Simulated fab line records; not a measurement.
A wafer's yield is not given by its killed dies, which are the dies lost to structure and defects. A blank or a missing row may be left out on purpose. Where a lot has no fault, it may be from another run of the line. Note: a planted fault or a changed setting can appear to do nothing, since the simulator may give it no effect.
Which tool is to blame? / flow gf180mcu / 12 lots, 36 wafers sampled, at 4 steps of a route of 602

WHAT THE GAUGES READ, wafer by wafer
GF_HV_LDD_OVL_MEAS_47.
lot=L526; measured=day 13 20:18; on=overlay-02; HV_LDD_03_OVL (nm)=-1.4 -2.4 -1.2
lot=L528; measured=day 14 15:23; on=overlay-02; HV_LDD_03_OVL (nm)=-2.2 -3.4 -3.5
lot=L529; measured=day 14 22:41; on=overlay-01; HV_LDD_03_OVL (nm)=0.0 -1.5 -0.1
lot=L530; measured=day 15 04:05; on=overlay-02; HV_LDD_03_OVL (nm)=-0.1 -0.7 -2.3
lot=L531; measured=day 15 15:44; on=overlay-02; HV_LDD_03_OVL (nm)=-1.3 -2.1 -2.7
lot=L532; measured=day 15 21:56; on=overlay-01; HV_LDD_03_OVL (nm)=-1.1 0.8 -1.8
lot=L534; measured=day 16 16:14; on=overlay-01; HV_LDD_03_OVL (nm)=0.5 -1.5 -1.3
lot=L535; measured=day 16 22:47; on=overlay-02; HV_LDD_03_OVL (nm)=2.4 -0.1 1.8
lot=L536; measured=day 17 09:35; on=overlay-01; HV_LDD_03_OVL (nm)=-2.3 -1.6 -0.9
lot=L538; measured=day 17 21:05; on=overlay-02; HV_LDD_03_OVL (nm)=-3.8 -3.5 -3.8
lot=L541; measured=day 18 22:05; on=overlay-02; HV_LDD_03_OVL (nm)=-4.0 -3.0 -1.6
lot=L542; measured=day 19 04:15; on=overlay-01; HV_LDD_03_OVL (nm)=0.3 0.0 -1.3

EACH LOT AND THE TOOL THAT RAN IT (in order: tool; ch and the chambers of the sampled wafers; start)
lot=L526; GF_LVPWELL_STRIP_10=plasma asher-03 ch 0,1, day 4 00:53; GF_POLY_GATE_ETCH_12=rie diel-03 ch 2,3, day 10 04:45; GF_HV_LDD_STRIP_37=plasma asher-03 ch 0,1, day 12 23:08
lot=L528; GF_LVPWELL_STRIP_10=plasma asher-03 ch 1, day 4 15:54; GF_POLY_GATE_ETCH_12=rie diel-03 ch 0,3, day 10 21:12; GF_HV_LDD_STRIP_37=plasma asher-04 ch 0,1, day 13 17:14
lot=L529; GF_LVPWELL_STRIP_10=plasma asher-01 ch 0, day 4 21:01; GF_POLY_GATE_ETCH_12=rie diel-04 ch 2,3, day 11 05:11; GF_HV_LDD_STRIP_37=plasma asher-03 ch 0,1, day 14 00:31
lot=L530; GF_LVPWELL_STRIP_10=plasma asher-01 ch 0,1, day 5 02:26; GF_POLY_GATE_ETCH_12=rie diel-04 ch 1,2, day 11 11:51; GF_HV_LDD_STRIP_37=plasma asher-03 ch 0,1, day 14 06:32
lot=L531; GF_LVPWELL_STRIP_10=plasma asher-01 ch 0,1, day 5 06:13; GF_POLY_GATE_ETCH_12=rie diel-03 ch 1,3, day 11 22:21; GF_HV_LDD_STRIP_37=plasma asher-02 ch 0,1, day 14 17:17
lot=L532; GF_LVPWELL_STRIP_10=plasma asher-03 ch 0,1, day 5 14:16; GF_POLY_GATE_ETCH_12=rie diel-04 ch 1,2,3, day 12 03:05; GF_HV_LDD_STRIP_37=plasma asher-04 ch 0,1, day 14 23:01
lot=L534; GF_LVPWELL_STRIP_10=plasma asher-03 ch 0,1, day 6 01:17; GF_POLY_GATE_ETCH_12=rie diel-04 ch 1,2, day 12 20:29; GF_HV_LDD_STRIP_37=plasma asher-02 ch 0, day 15 17:39
lot=L535; GF_LVPWELL_STRIP_10=plasma asher-03 ch 0,1, day 6 07:28; GF_POLY_GATE_ETCH_12=rie diel-04 ch 2,3, day 13 01:59; GF_HV_LDD_STRIP_37=plasma asher-03 ch 0,1, day 15 22:52
lot=L536; GF_LVPWELL_STRIP_10=plasma asher-01 ch 0,1, day 6 13:38; GF_POLY_GATE_ETCH_12=rie diel-03 ch 0,2,3, day 13 11:18; GF_HV_LDD_STRIP_37=plasma asher-04 ch 0,1, day 16 09:43
lot=L538; GF_LVPWELL_STRIP_10=plasma asher-03 ch 0,1, day 6 23:48; GF_POLY_GATE_ETCH_12=rie diel-04 ch 0,1,3, day 13 20:59; GF_HV_LDD_STRIP_37=plasma asher-04 ch 0,1, day 16 20:16
lot=L541; GF_LVPWELL_STRIP_10=plasma asher-01 ch 1, day 7 15:56; GF_POLY_GATE_ETCH_12=rie diel-04 ch 0,2,3, day 14 18:09; GF_HV_LDD_STRIP_37=plasma asher-04 ch 0,1, day 17 21:25
lot=L542; GF_LVPWELL_STRIP_10=plasma asher-03 ch 0,1, day 7 21:11; GF_POLY_GATE_ETCH_12=rie diel-03 ch 0,2,3, day 14 23:17; GF_HV_LDD_STRIP_37=plasma asher-02 ch 0,1, day 18 04:04
- GF_LVPWELL_STRIP_10: strips in O2/N2.
- GF_POLY_GATE_ETCH_12: etches BARC in N2/H2.
- GF_HV_LDD_STRIP_37: strips in O2/N2.

AS READ BY THE TOOLS THEMSELVES (means over the sampled wafers that have a number; for cases with no such wafer, the mark the record gives instead)
GF_LVPWELL_STRIP_10.
lot=L526; tool=plasma asher-03; drypump motor current A (A)=6.0; heater power w (W)=301; n2 flow sccm (sccm)=299.8; oes product au (a.u.)=0.729; strip time to endpoint s (s)=36.88
lot=L528; tool=plasma asher-03; drypump motor current A (A)=6.6; heater power w (W)=293; n2 flow sccm (sccm)=300.8; oes product au (a.u.)=0.722; strip time to endpoint s (s)=37.03
lot=L529; tool=plasma asher-01; drypump motor current A (A)=5.0; heater power w (W)=313; n2 flow sccm (sccm)=299.1; oes product au (a.u.)=0.721; strip time to endpoint s (s)=36.92
lot=L530; tool=plasma asher-01; drypump motor current A (A)=5.2; heater power w (W)=299; n2 flow sccm (sccm)=299.8; oes product au (a.u.)=0.722; strip time to endpoint s (s)=36.85
lot=L531; tool=plasma asher-01; drypump motor current A (A)=5.5; heater power w (W)=288; n2 flow sccm (sccm)=299.8; oes product au (a.u.)=0.726; strip time to endpoint s (s)=37.00
lot=L532; tool=plasma asher-03; drypump motor current A (A)=6.3; heater power w (W)=299; n2 flow sccm (sccm)=300.9; oes product au (a.u.)=0.719; strip time to endpoint s (s)=36.93
lot=L534; tool=plasma asher-03; drypump motor current A (A)=6.1; heater power w (W)=303; n2 flow sccm (sccm)=299.0; oes product au (a.u.)=0.720; strip time to endpoint s (s)=36.95
lot=L535; tool=plasma asher-03; drypump motor current A (A)=6.3; heater power w (W)=300; n2 flow sccm (sccm)=299.3; oes product au (a.u.)=0.720; strip time to endpoint s (s)=36.84
lot=L536; tool=plasma asher-01; drypump motor current A (A)=5.4; heater power w (W)=296; n2 flow sccm (sccm)=300.4; oes product au (a.u.)=0.723; strip time to endpoint s (s)=37.09
lot=L538; tool=plasma asher-03; drypump motor current A (A)=6.1; heater power w (W)=305; n2 flow sccm (sccm)=300.3; oes product au (a.u.)=0.725; strip time to endpoint s (s)=36.96
lot=L541; tool=plasma asher-01; drypump motor current A (A)=5.7; heater power w (W)=283; n2 flow sccm (sccm)=299.7; oes product au (a.u.)=0.722; strip time to endpoint s (s)=36.91
lot=L542; tool=plasma asher-03; drypump motor current A (A)=6.3; heater power w (W)=298; n2 flow sccm (sccm)=300.2; oes product au (a.u.)=0.725; strip time to endpoint s (s)=37.01

GF_POLY_GATE_ETCH_12.
lot=L526; tool=rie diel-03; bias w (W)=100.06; drypump motor current A (A)=5.9; h2 flow sccm (sccm)=199.6; n2 flow sccm (sccm)=99.88; oes product au (a.u.)=0.736; throttle valve pct (%)=13.220
lot=L528; tool=rie diel-03; bias w (W)=99.86; drypump motor current A (A)=5.7; h2 flow sccm (sccm)=199.5; n2 flow sccm (sccm)=99.78; oes product au (a.u.)=0.733; throttle valve pct (%)=13.216
lot=L529; tool=rie diel-04; bias w (W)=100.09; drypump motor current A (A)=5.6; h2 flow sccm (sccm)=200.1; n2 flow sccm (sccm)=100.08; oes product au (a.u.)=0.735; throttle valve pct (%)=13.217
lot=L530; tool=rie diel-04; bias w (W)=99.98; drypump motor current A (A)=5.5; h2 flow sccm (sccm)=200.1; n2 flow sccm (sccm)=99.77; oes product au (a.u.)=0.732; throttle valve pct (%)=13.217
lot=L531; tool=rie diel-03; bias w (W)=99.82; drypump motor current A (A)=5.8; h2 flow sccm (sccm)=200.3; n2 flow sccm (sccm)=99.78; oes product au (a.u.)=0.731; throttle valve pct (%)=13.214
lot=L532; tool=rie diel-04; bias w (W)=99.88; drypump motor current A (A)=5.5; h2 flow sccm (sccm)=200.0; n2 flow sccm (sccm)=100.18; oes product au (a.u.)=0.736; throttle valve pct (%)=13.227
lot=L534; tool=rie diel-04; bias w (W)=99.94; drypump motor current A (A)=5.4; h2 flow sccm (sccm)=199.6; n2 flow sccm (sccm)=100.07; oes product au (a.u.)=0.736; throttle valve pct (%)=13.219
lot=L535; tool=rie diel-04; bias w (W)=100.10; drypump motor current A (A)=5.7; h2 flow sccm (sccm)=199.7; n2 flow sccm (sccm)=99.74; oes product au (a.u.)=0.733; throttle valve pct (%)=13.212
lot=L536; tool=rie diel-03; bias w (W)=99.98; drypump motor current A (A)=6.0; h2 flow sccm (sccm)=200.4; n2 flow sccm (sccm)=100.24; oes product au (a.u.)=0.733; throttle valve pct (%)=13.209
lot=L538; tool=rie diel-04; bias w (W)=99.36; drypump motor current A (A)=5.4; h2 flow sccm (sccm)=199.5; n2 flow sccm (sccm)=99.64; oes product au (a.u.)=0.736; throttle valve pct (%)=13.212
lot=L541; tool=rie diel-04; bias w (W)=96.86; drypump motor current A (A)=5.5; h2 flow sccm (sccm)=200.4; n2 flow sccm (sccm)=100.12; oes product au (a.u.)=0.731; throttle valve pct (%)=13.218
lot=L542; tool=rie diel-03; bias w (W)=100.13; drypump motor current A (A)=6.0; h2 flow sccm (sccm)=199.6; n2 flow sccm (sccm)=99.75; oes product au (a.u.)=0.740; throttle valve pct (%)=13.215

GF_HV_LDD_STRIP_37.
lot=L526; tool=plasma asher-03; drypump motor current A (A)=6.3; heater power w (W)=298; n2 flow sccm (sccm)=300.4; oes product au (a.u.)=0.719; strip time to endpoint s (s)=12.66
lot=L528; tool=plasma asher-04; drypump motor current A (A)=5.7; heater power w (W)=356; n2 flow sccm (sccm)=300.4; oes product au (a.u.)=0.715; strip time to endpoint s (s)=12.62
lot=L529; tool=plasma asher-03; drypump motor current A (A)=6.0; heater power w (W)=303; n2 flow sccm (sccm)=299.6; oes product au (a.u.)=0.717; strip time to endpoint s (s)=12.60
lot=L530; tool=plasma asher-03; drypump motor current A (A)=6.0; heater power w (W)=305; n2 flow sccm (sccm)=299.8; oes product au (a.u.)=0.716; strip time to endpoint s (s)=12.62
lot=L531; tool=plasma asher-02; drypump motor current A (A)=6.0; heater power w (W)=335; n2 flow sccm (sccm)=301.2; oes product au (a.u.)=0.718; strip time to endpoint s (s)=12.61
lot=L532; tool=plasma asher-04; drypump motor current A (A)=5.7; heater power w (W)=355; n2 flow sccm (sccm)=300.1; oes product au (a.u.)=0.714; strip time to endpoint s (s)=12.60
lot=L534; tool=plasma asher-02; drypump motor current A (A)=5.9; heater power w (W)=304; n2 flow sccm (sccm)=300.3; oes product au (a.u.)=0.722; strip time to endpoint s (s)=12.61
lot=L535; tool=plasma asher-03; drypump motor current A (A)=6.1; heater power w (W)=303; n2 flow sccm (sccm)=301.3; oes product au (a.u.)=0.716; strip time to endpoint s (s)=12.62
lot=L536; tool=plasma asher-04; drypump motor current A (A)=5.7; heater power w (W)=340; n2 flow sccm (sccm)=299.5; oes product au (a.u.)=0.714; strip time to endpoint s (s)=12.66
lot=L538; tool=plasma asher-04; drypump motor current A (A)=5.8; heater power w (W)=340; n2 flow sccm (sccm)=299.9; oes product au (a.u.)=0.714; strip time to endpoint s (s)=12.64
lot=L541; tool=plasma asher-04; drypump motor current A (A)=5.7; heater power w (W)=335; n2 flow sccm (sccm)=301.1; oes product au (a.u.)=0.718; strip time to endpoint s (s)=12.63
lot=L542; tool=plasma asher-02; drypump motor current A (A)=6.0; heater power w (W)=332; n2 flow sccm (sccm)=300.0; oes product au (a.u.)=0.715; strip time to endpoint s (s)=12.60

THE ANSWER, worked out from the rows above alone
Rule: usual is defined by the lots themselves. Put in order of their means at a reading, lots are off if they are a third of the lots or fewer, leave a main group of 4 or more, and stand apart from it by a gap of 3 or more times the standard deviation of the main group's means; of several such gaps the widest counts. If all means in a main group match to the digits the tables above print for the reading, that group is not used. A lot without any number at a reading at which 4 lots or more have one is off too. The other lots that the step has rows for count as sound. After the gauges, taken in route order, come the tools' own readings; for these a lot's mean is taken, as printed above. At the first step where some lot is off, the reading lying furthest off is the one used; lots without a number count as furthest.
Off: L541 (GF_POLY_GATE_ETCH_12, bias w). Mean 99.93 W and standard deviation 0.2 in the main group.
If a tool, at that step or one of the process steps before it, ran each lot that is off and ran no sound lot following the first of them, it fits. Can't be told from this: 2 tools fit, plasma asher-01 at GF_LVPWELL_STRIP_10, rie diel-04 at GF_POLY_GATE_ETCH_12.

WHAT THE SIMULATOR PUT IN
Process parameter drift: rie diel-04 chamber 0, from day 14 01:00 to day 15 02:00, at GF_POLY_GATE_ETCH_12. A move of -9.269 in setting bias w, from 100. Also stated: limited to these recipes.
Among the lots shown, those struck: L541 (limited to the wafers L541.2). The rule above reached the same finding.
